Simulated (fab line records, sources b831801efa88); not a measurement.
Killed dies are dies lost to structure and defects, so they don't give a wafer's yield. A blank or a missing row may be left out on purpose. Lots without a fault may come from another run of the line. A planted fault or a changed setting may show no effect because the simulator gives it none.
Which tool did it? | flow gf180mcu | 7 lots, 19 wafers sampled, at 2 steps of a route of 602

WHAT THE GAUGES READ, wafer by wafer
GF_CONTACT_CD_MEAS_14: target cd 220 nm.
lot  | measured     | on        | cd_nm (nm)
L535 | day 16 15:08 | cd_sem-02 | 219.9 218.1 218.7
L539 | day 18 09:38 | cd_sem-01 | 219.8 219.2 220.8
L548 | day 21 15:29 | cd_sem-02 | 214.1 217.3
L550 | day 22 06:08 | cd_sem-02 | 211.3 212.5
L552 | day 22 21:49 | cd_sem-01 | 216.6 217.4 217.7
L554 | day 23 13:29 | cd_sem-02 | 221.7 222.4 222.8
L557 | day 24 09:20 | cd_sem-02 | 220.0 220.2 218.6

WHICH TOOL RAN EACH LOT (tool, then ch and the chambers of the sampled wafers, then the start)
lot  | GF_CONTACT_EXPOSE_11
L535 | krf_scanner-01 ch 0, day 16 04:29
L539 | krf_scanner-01 ch 0, day 17 22:13
L548 | krf_scanner-01 ch 0, day 21 03:52
L550 | krf_scanner-01 ch 0, day 21 18:39
L552 | krf_scanner-02 ch 0, day 22 09:56
L554 | krf_scanner-02 ch 0, day 23 02:13
L557 | krf_scanner-02 ch 0, day 23 22:47
- GF_CONTACT_EXPOSE_11: exposes mask Contact, target cd 220 nm.

THE ANSWER, worked out from the rows above alone
Rule: what is usual is taken from the lots themselves. Put in order of their means at a reading, lots are off if they are a third of the lots or fewer, leave a main group of 4 or more, and stand apart from it by a gap of 3 or more times the standard deviation of the main group's means; of several such gaps the widest counts. A main group whose means are all the same, to the digits that the tables above print for the reading, isn't used. A lot without any number at a reading at which 4 lots or more have one is off too. The other lots that the step has rows for count as sound.
No lot is off at any reading shown: from this, nothing can be told.

WHAT THE SIMULATOR HAD PUT IN
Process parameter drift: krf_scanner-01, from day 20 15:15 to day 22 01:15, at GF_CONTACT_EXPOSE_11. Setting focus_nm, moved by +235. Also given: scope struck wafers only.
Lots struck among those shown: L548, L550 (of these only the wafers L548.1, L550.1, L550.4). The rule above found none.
